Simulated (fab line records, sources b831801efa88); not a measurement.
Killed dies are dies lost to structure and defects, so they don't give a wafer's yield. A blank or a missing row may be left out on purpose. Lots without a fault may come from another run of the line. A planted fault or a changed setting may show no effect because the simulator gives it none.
Problem report in the 8D (eight disciplines) form, filled by code | flow gf180mcu | the parts of the form that need people (team, actions taken, sign-off) are left out

1. THE PROBLEM
V5_CVD_02_THK at GF_V5_THK_MEAS_03 reads a mean of 1798 nm on 4 wafers of 2 lots; wafers without a fault read 1451 nm with a standard deviation of 21. That is +17 standard deviations from the usual mean.
First seen on wafer L335.2, day 29 19:01, on film_metro-01. The record holds 39 wafers of 13 lots with a number at this step. Rule for "out", or "out of limits": more than 4 standard deviations from the usual mean. The other wafers with a number count as sound.

2. WHAT IT IS AND WHAT IT IS NOT
question                    | is                             | is not
which readings at this step | V5_CVD_02_THK                  | -
which lots                  | L335, L336                     | L330, L331, L332, L333, L334, L339, L342, L344, L347, L348, L349
which wafers of those lots  | L335.2, L335.6, L336.2, L336.6 | L335.4, L336.3
read on which gauges        | film_metro-01, film_metro-04   | film_metro-02
when                        | from day 29 19:01              | up to then (16 sound wafers); but 19 sound wafers of L336, L339, L342, L344, L347, L348, L349 came after

3. SUSPECTS, AND WHAT RULES EACH OUT
Counting: a tool at a process step up to the reading stays a suspect if it ran every lot that is out. Sound lots after the first of them don't rule it out here, since some wafers of a struck lot are sound.
- the gauge at GF_V5_THK_MEAS_03: ruled out. The wafers that are out were read on 2 gauges (film_metro-01, film_metro-04).
- pecvd-03 at GF_V5_CVD_02 (deposits SiO2 from TEOS, target thk 1450 nm, time 163.28 s): kept. It ran every lot that is out, first L335 (day 29 18:53); its last sound lot up to then is L334 (day 29 05:37).
- Within pecvd-03 at GF_V5_CVD_02: the wafers that are out ran in chamber 2; their sound lot-mates ran in chamber 1.
Left after counting: pecvd-03 at GF_V5_CVD_02.

4. THE CAUSE (what the simulator had put in)
Process parameter drift: pecvd-03, from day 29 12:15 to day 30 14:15, at GF_V5_CVD_02. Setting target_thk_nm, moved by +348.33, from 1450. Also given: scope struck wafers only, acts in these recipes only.
Counting left only this tool.

5. THE CHAIN OF EFFECTS, in route order
Each row: a reading whose mean over the struck wafers that have a number lies more than 3 standard deviations from the usual. Only readings for which the record gives a usual standard deviation are gone through. hours: the time from each lot's start at the first step in this table that gives one to its start at this step, as a median over the lots. sigmas: the change in usual standard deviations.
hours | step              | reading       | usual   | on struck wafers | change | sigmas
0     | GF_V5_THK_MEAS_03 | V5_CVD_02_THK | 1451 nm | 1798             | +347   | +17

6. WHAT WOULD HAVE CAUGHT IT SOONER
In this record the first reading out of limits at a measuring or inspecting step was taken at day 29 19:01, 7 hours after the fault began at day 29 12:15.
Of the tool readings at GF_V5_CVD_02 for which the record gives a usual standard deviation, none was out on any struck wafer, so an alarm limit of 4 standard deviations on them would not have fired.
Of the lots that are out (2), L336 began GF_V5_CVD_02 on pecvd-03 after day 29 19:01. A hold on the tool at that time would have spared it.
